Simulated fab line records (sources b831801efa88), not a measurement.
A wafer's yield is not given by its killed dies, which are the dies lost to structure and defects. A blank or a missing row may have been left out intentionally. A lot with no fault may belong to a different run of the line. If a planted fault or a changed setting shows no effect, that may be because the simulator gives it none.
fab line records -- flow gf180mcu
record lots=15, wafers=45, lastDay=34
route steps=602 shown LVPWELL@64 VT_IMPLANT@94 V2@396 V3@430
lots untouched by any fault: they come from a run of this same line in which no faults occurred
startH: the number of hours between the record's first day and the start of the first shown wafer of the lot -- waitH: hours from the lot's prior step to this one -- " repeats the value in the row above -- L1.1+2: several wafers, shown together as one row -- - no value present, or no start provided -- * or withheld: withheld -- < > ~ a bound
route shown NAME@n: names a module that has steps shown in the file, with the first one's number in the route -- usual: the fault-free wafers' mean and standard deviation -- same: alike in all rows -- chamber/n: place in a boat -- sites: readings site by site -- _std_site: the standard deviation of these -- _edge_site: mean of outer sites minus mean of inner sites -- radiusMm: for every site, how far away it sits from the centre of the wafer -- mask NAME#n: copy n -- behind: the tool/chamber that last shaped the wafer -- hold: what put the lot on hold/how long, in hours/how the hold closed -- device: which transistor (n, p or np) failed to switch -- end of line: at the end of the route, the tests of the same wafers -- a step without rows: its recipe alone -- killed: dies that structure and defects cost at the first sort, which is not the same as the wafer's yield -- map: per-die view of a wafer (x killed, . not killed, _ where there is no die)
set.NAME: setting as actually run; set.NAME@STEP: the setting as run at that earlier step -- model.NAME: the simulator's own value behind a step, which no gauge read
steps of the route over a sample of lots; a table a step, a row a wafer
services: the hour from which a tool's chamber was out of use, counted from the record's first day as startH (under 0 if before that day), plus the number of hours and why
## steps
# step GF_LVPWELL_STRIP_10
# recipe chemistry=O2/N2, powerW=1400, pressureMtorr=1500, platenTempC=250, o2FlowSccm=3000, n2FlowSccm=300, overashFraction=0.5
# usual drypumpMotorCurrentA=5.4/0.62, heaterPowerW=337/29, oesProductAu=0.722/0.0051, stripTimeToEndpointS=37.00/0.1
lot.wafer,tool,chamber,startH,waitH,drypumpMotorCurrentA,heaterPowerW,oesProductAu,rfHoursCounterH,stripTimeToEndpointS
L276.1,plasmaAsher-04,0,67.17,0.1,6.5,304,0.721,42,36.99
L276.3,plasmaAsher-04,0,67.17,0.1,6.5,297,0.730,-,36.96
L276.4,plasmaAsher-04,1,67.17,0.1,4.9,331,0.717,-,37.04
L277.3,plasmaAsher-02,0,78.27,0.1,5.6,381,0.717,-,36.82
L277.4,plasmaAsher-02,1,78.27,0.1,5.5,336,0.717,-,36.88
L277.6,plasmaAsher-02,1,78.27,0.1,5.5,342,0.733,-,36.85
L278.2,plasmaAsher-04,0,81.00,0.1,6.5,305,0.721,43,37.01
L278.3,plasmaAsher-04,0,81.00,0.1,6.5,301,0.720,-,36.99
L278.5,plasmaAsher-04,1,81.00,0.1,4.9,326,0.722,-,36.99
L279.2,plasmaAsher-02,1,89.53,0.1,5.5,331,0.720,43,36.92
L279.4,plasmaAsher-02,1,89.53,0.1,5.5,341,0.715,-,36.96
L279.5,plasmaAsher-02,0,89.53,0.1,5.5,382,0.720,-,36.93
L282.2,plasmaAsher-04,0,104.35,0.1,6.5,314,0.722,46,37.03
L282.3,plasmaAsher-04,0,104.35,0.1,6.5,312,0.713,-,36.96
L282.4,plasmaAsher-04,1,104.35,0.1,4.9,327,0.717,-,36.95
L283.1,plasmaAsher-02,1,108.52,0.1,5.5,337,0.716,45,37.11
L283.4,plasmaAsher-02,0,108.52,0.1,5.6,372,0.732,-,37.15
L283.5,plasmaAsher-02,0,108.52,0.1,5.5,368,0.724,-,37.09
L286.1,plasmaAsher-03,0,124.72,0.1,5.0,338,0.722,45,36.83
L286.2,plasmaAsher-03,1,124.72,0.1,5.0,369,0.725,45,37.07
L286.4,plasmaAsher-03,0,124.72,0.1,5.0,333,0.722,-,36.98
L288.1,plasmaAsher-03,0,137.98,0.1,5.0,341,0.721,46,37.06
L288.2,plasmaAsher-03,1,137.98,0.1,5.0,381,0.727,46,36.90
L288.4,plasmaAsher-03,1,137.98,0.1,5.0,376,0.720,-,36.76
L289.2,plasmaAsher-03,1,142.65,0.1,5.0,376,0.721,47,37.10
L289.3,plasmaAsher-03,1,142.65,0.1,5.0,372,0.725,-,37.19
L289.6,plasmaAsher-03,1,142.65,0.1,5.0,379,0.730,-,37.19
L290.4,plasmaAsher-02,0,145.87,0.1,5.5,389,0.722,-,36.84
L290.5,plasmaAsher-02,1,145.87,0.1,5.5,323,0.723,-,36.82
L290.6,plasmaAsher-02,0,145.87,0.1,5.5,400,0.722,-,36.87
L291.1,plasmaAsher-04,1,153.18,0.1,4.9,321,0.712,51,36.95
L291.2,plasmaAsher-04,0,153.18,0.1,6.5,309,0.722,51,36.98
L291.6,plasmaAsher-04,0,153.18,0.1,6.5,313,0.720,-,37.02
L295.1,plasmaAsher-04,0,178.58,0.1,6.5,304,0.721,53,37.13
L295.3,plasmaAsher-04,0,178.58,0.1,6.5,307,0.720,-,37.13
L295.4,plasmaAsher-04,1,178.58,0.1,4.9,324,0.718,-,37.12
L296.1,plasmaAsher-04,1,181.43,0.1,4.9,316,0.716,53,37.01
L296.3,plasmaAsher-04,0,181.43,0.1,6.5,304,0.715,-,37.01
L296.6,plasmaAsher-04,0,181.43,0.1,6.5,311,0.725,-,36.99
L297.1,plasmaAsher-03,1,187.88,0.1,5.0,383,0.730,51,37.11
L297.3,plasmaAsher-03,0,187.88,0.1,5.0,337,0.718,-,37.05
L297.6,plasmaAsher-03,0,187.88,0.1,5.0,341,0.725,-,36.88
L298.1,plasmaAsher-02,1,192.22,0.1,5.5,323,0.728,7,36.98
L298.2,plasmaAsher-02,0,192.22,0.1,5.6,399,0.722,7,36.96
L298.3,plasmaAsher-02,0,192.22,0.1,5.6,394,0.718,-,36.93
# step GF_VT_IMPLANT_EXPOSE_04
# recipe maskId=LVPWELL_LV_AREA, targetCdNm=600, na=0.6, sourceShape=conventional, sigmaOuter=0.6, doseMj=140
# usual exposureDoseMJCm2=140.00/0.14, focusOffsetNm=0.0/0.53
lot.wafer,tool,chamber,startH,waitH,mask,exposureDoseMJCm2,focusOffsetNm
L276.1,ilineStepper-01,0,102.20,-,LVPWELL_LV_AREA#0,140.05,-0.6
L276.3,ilineStepper-01,0,102.20,-,LVPWELL_LV_AREA#0,140.07,-0.7
L276.4,ilineStepper-01,0,102.20,-,LVPWELL_LV_AREA#0,139.99,0.5
L277.3,ilineStepper-01,0,114.26,-,LVPWELL_LV_AREA#0,140.04,-0.7
L277.4,ilineStepper-01,0,114.26,-,LVPWELL_LV_AREA#0,140.07,-0.3
L277.6,ilineStepper-01,0,114.26,-,LVPWELL_LV_AREA#0,139.98,-1.1
L278.2,ilineStepper-01,0,117.49,-,LVPWELL_LV_AREA#0,140.02,0.0
L278.3,ilineStepper-01,0,117.49,-,LVPWELL_LV_AREA#0,140.21,0.4
L278.5,ilineStepper-01,0,117.49,-,LVPWELL_LV_AREA#0,140.02,-0.3
L279.2,ilineStepper-01,0,125.47,-,LVPWELL_LV_AREA#0,140.07,-0.5
L279.4,ilineStepper-01,0,125.47,-,LVPWELL_LV_AREA#0,139.89,-0.6
L279.5,ilineStepper-01,0,125.47,-,LVPWELL_LV_AREA#0,139.93,-0.1
L282.2,ilineStepper-02,0,142.24,-,LVPWELL_LV_AREA#0,140.04,0.7
L282.3,ilineStepper-02,0,142.24,-,LVPWELL_LV_AREA#0,140.19,-0.6
L282.4,ilineStepper-02,0,142.24,-,LVPWELL_LV_AREA#0,140.21,0.3
L283.1,ilineStepper-01,0,146.82,-,LVPWELL_LV_AREA#0,139.88,-0.3
L283.4,ilineStepper-01,0,146.82,-,LVPWELL_LV_AREA#0,139.99,-0.3
L283.5,ilineStepper-01,0,146.82,-,LVPWELL_LV_AREA#0,139.87,-0.3
L286.1,ilineStepper-02,0,164.49,-,LVPWELL_LV_AREA#0,140.01,0.3
L286.2,ilineStepper-02,0,164.49,-,LVPWELL_LV_AREA#0,140.14,-0.2
L286.4,ilineStepper-02,0,164.49,-,LVPWELL_LV_AREA#0,139.99,0.4
L288.1,ilineStepper-02,-,178.06,-,LVPWELL_LV_AREA#0,-,-
L288.2,ilineStepper-02,-,178.06,-,LVPWELL_LV_AREA#0,-,-
L288.4,ilineStepper-02,-,178.06,-,LVPWELL_LV_AREA#0,-,-
L289.2,ilineStepper-01,-,182.74,-,LVPWELL_LV_AREA#0,-,-
L289.3,ilineStepper-01,-,182.74,-,LVPWELL_LV_AREA#0,-,-
L289.6,ilineStepper-01,-,182.74,-,LVPWELL_LV_AREA#0,-,-
L290.4,ilineStepper-01,-,187.42,-,LVPWELL_LV_AREA#0,-,-
L290.5,ilineStepper-01,-,187.42,-,LVPWELL_LV_AREA#0,-,-
L290.6,ilineStepper-01,-,187.42,-,LVPWELL_LV_AREA#0,-,-
L291.1,ilineStepper-01,0,194.12,-,LVPWELL_LV_AREA#0,139.82,0.4
L291.2,ilineStepper-01,0,194.12,-,LVPWELL_LV_AREA#0,139.98,0.1
L291.6,ilineStepper-01,0,194.12,-,LVPWELL_LV_AREA#0,140.10,1.3
L295.1,ilineStepper-01,0,222.74,-,LVPWELL_LV_AREA#0,139.79,0.5
L295.3,ilineStepper-01,0,222.74,-,LVPWELL_LV_AREA#0,139.79,-0.9
L295.4,ilineStepper-01,0,222.74,-,LVPWELL_LV_AREA#0,139.86,-0.2
L296.1,ilineStepper-01,0,225.12,-,LVPWELL_LV_AREA#0,140.21,-0.3
L296.3,ilineStepper-01,0,225.12,-,LVPWELL_LV_AREA#0,140.31,-0.2
L296.6,ilineStepper-01,0,225.12,-,LVPWELL_LV_AREA#0,139.93,-0.5
L297.1,ilineStepper-01,0,231.66,-,LVPWELL_LV_AREA#0,140.06,0.6
L297.3,ilineStepper-01,0,231.66,-,LVPWELL_LV_AREA#0,139.88,0.6
L297.6,ilineStepper-01,0,231.66,-,LVPWELL_LV_AREA#0,139.94,0.5
L298.1,ilineStepper-01,0,235.51,-,LVPWELL_LV_AREA#0,139.94,-0.7
L298.2,ilineStepper-01,0,235.51,-,LVPWELL_LV_AREA#0,139.89,-0.1
L298.3,ilineStepper-01,0,235.51,-,LVPWELL_LV_AREA#0,140.10,-1.2
# step GF_V2_CD_MEAS_14
# recipe targetCdNm=260
# usual cdNm=260.4/1.1
lot.wafer,tool,chamber,startH,waitH,cdNm
L276.1,cdSem-01,-,457.68,0.1,260.8
L276.3,cdSem-01,-,457.68,0.1,260.6
L276.4,cdSem-01,-,457.68,0.1,260.6
L278.2,cdSem-02,-,484.11,0.1,259.4
L278.3,cdSem-02,-,484.11,0.1,259.1
L278.5,cdSem-02,-,484.11,0.1,259.3
L277.3,cdSem-01,-,484.83,0.1,261.2
L277.4,cdSem-01,-,484.83,0.1,260.3
L277.6,cdSem-01,-,484.83,0.1,261.9
L279.2,cdSem-02,-,493.41,0.1,259.8
L279.4,cdSem-02,-,493.41,0.1,258.8
L279.5,cdSem-02,-,493.41,0.1,259.6
L282.2,cdSem-01,-,512.75,0.1,262.1
L282.3,cdSem-01,-,512.75,0.1,260.9
L282.4,cdSem-01,-,512.75,0.1,261.5
L283.1,cdSem-02,-,528.73,0.1,260.7
L283.4,cdSem-02,-,528.73,0.1,259.7
L283.5,cdSem-02,-,528.73,0.1,260.4
L286.1,cdSem-01,-,549.23,0.1,260.4
L286.2,cdSem-01,-,549.23,0.1,259.5
L286.4,cdSem-01,-,549.23,0.1,260.8
L291.1,cdSem-01,-,590.67,0.1,260.3
L291.2,cdSem-01,-,590.67,0.1,261.0
L291.6,cdSem-01,-,590.67,0.1,262.1
L295.1,cdSem-01,-,625.99,0.1,262.4
L295.3,cdSem-01,-,625.99,0.1,261.8
L295.4,cdSem-01,-,625.99,0.1,261.1
L296.1,cdSem-01,-,629.57,0.1,257.9
L296.3,cdSem-01,-,629.57,0.1,258.2
L296.6,cdSem-01,-,629.57,0.1,257.8
L297.1,cdSem-01,-,631.42,0.1,259.9
L297.3,cdSem-01,-,631.42,0.1,260.0
L297.6,cdSem-01,-,631.42,0.1,260.9
L298.1,cdSem-02,-,636.46,0.1,262.0
L298.2,cdSem-02,-,636.46,0.1,262.5
L298.3,cdSem-02,-,636.46,0.1,261.8
# step GF_V3_THK_MEAS_01
# recipe reads=SiO2_of_V3_CVD_00
# usual V3_CVD_00_THK=601/6
lot.wafer,tool,chamber,startH,waitH,V3_CVD_00_THK[nm]
L276.1,filmMetro-04,-,484.30,0.0,592
L276.3,filmMetro-04,-,484.30,0.0,599
L276.4,filmMetro-04,-,484.30,0.0,590
L278.2,filmMetro-02,-,510.06,0.0,609
L278.3,filmMetro-02,-,510.06,0.0,612
L278.5,filmMetro-02,-,510.06,0.0,614
L277.3,filmMetro-01,-,511.42,0.1,605
L277.4,filmMetro-01,-,511.42,0.1,603
L277.6,filmMetro-01,-,511.42,0.1,596
L279.2,filmMetro-02,-,519.26,0.0,605
L279.4,filmMetro-02,-,519.26,0.0,607
L279.5,filmMetro-02,-,519.26,0.0,618
L282.2,filmMetro-02,-,538.60,0.0,598
L282.3,filmMetro-02,-,538.60,0.0,605
L282.4,filmMetro-02,-,538.60,0.0,599
L283.1,filmMetro-02,-,553.77,0.0,594
L283.4,filmMetro-02,-,553.77,0.0,599
L283.5,filmMetro-02,-,553.77,0.0,600
L286.1,filmMetro-04,-,574.42,0.0,592
L286.2,filmMetro-04,-,574.42,0.0,593
L286.4,filmMetro-04,-,574.42,0.0,593
L291.1,filmMetro-04,-,614.73,0.0,593
L291.2,filmMetro-04,-,614.73,0.0,584
L291.6,filmMetro-04,-,614.73,0.0,598
L295.1,filmMetro-04,-,648.95,0.0,602
L295.3,filmMetro-04,-,648.95,0.0,598
L295.4,filmMetro-04,-,648.95,0.0,596
L296.1,filmMetro-04,-,652.31,0.1,615
L296.3,filmMetro-04,-,652.31,0.1,609
L296.6,filmMetro-04,-,652.31,0.1,603
L297.1,filmMetro-01,-,653.98,0.0,598
L297.3,filmMetro-01,-,653.98,0.0,602
L297.6,filmMetro-01,-,653.98,0.0,605
L298.1,filmMetro-04,-,658.50,0.0,596
L298.2,filmMetro-04,-,658.50,0.0,603
L298.3,filmMetro-04,-,658.50,0.0,596
## services
tool,chamber,startH,hours,kind
plasmaAsher-04,-,53.25,0.9,repair
ilineStepper-01,-,54.45,1.9,repair
ilineStepper-01,0,60.26,-,calibration
plasmaAsher-02,-,61.90,1.3,repair
ilineStepper-02,0,71.59,-,calibration
ilineStepper-01,-,71.87,1.7,pm
ilineStepper-01,-,78.94,2.1,pm
ilineStepper-01,-,81.02,-,consumableReplace:lamp
ilineStepper-01,-,105.08,8.9,pm
plasmaAsher-02,-,108.75,9.0,pm
plasmaAsher-02,0,108.75,9.0,ventCycle
plasmaAsher-02,1,108.75,9.0,ventCycle
ilineStepper-02,-,114.36,1.7,pm
plasmaAsher-02,0,117.75,-,clean
plasmaAsher-02,1,117.75,-,clean
plasmaAsher-02,-,118.11,1.0,repair
plasmaAsher-02,-,127.68,4.3,pm
plasmaAsher-02,-,186.24,2.8,repair
plasmaAsher-02,-,193.88,1.9,repair
ilineStepper-02,-,198.38,8.9,pm
plasmaAsher-02,-,205.76,2.7,repair
## key
firstSign step=GF_VT_IMPLANT_EXPOSE_04, reading=toolRecord, direction=missing
effect none on later readings
metAt GF_VT_IMPLANT_EXPOSE_04
struckLots L288,L289,L290
laterRowsLeftOut L288.1,L288.2,L288.4,L289.2,L289.3,L289.6,L290.4,L290.5,L290.6
sortLeftOut L288.1,L288.2,L288.4,L289.2,L289.3,L289.6,L290.4,L290.5,L290.6
testerLeftOut L288,L289,L290
notActingAt GF_LVPWELL_STRIP_10,GF_V2_CD_MEAS_14,GF_V3_THK_MEAS_01
onsetBetween 164.49 178.06
fault kind=skippedStepWhole, tool=ilineStepper-01,ilineStepper-02, chamber=-, onsetH=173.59, steps=GF_VT_IMPLANT_EXPOSE_04, scope=struckLotsOnly
# testerLeftOut: of these lots the tester's yield and bins aren't shown, on N5 and GAA mostly nor the transistor test; their killed dies are dies lost to structure and defects alone, not to doping, threshold or leakage, so they don't give the yield
# sortLeftOut: the simulated sort isn't trusted on such a fault, so these wafers' sort isn't shown, and their yield isn't known
# laterRowsLeftOut: the simulator's readings of these wafers behind a module that went badly wrong aren't trusted and aren't shown, but for the sort
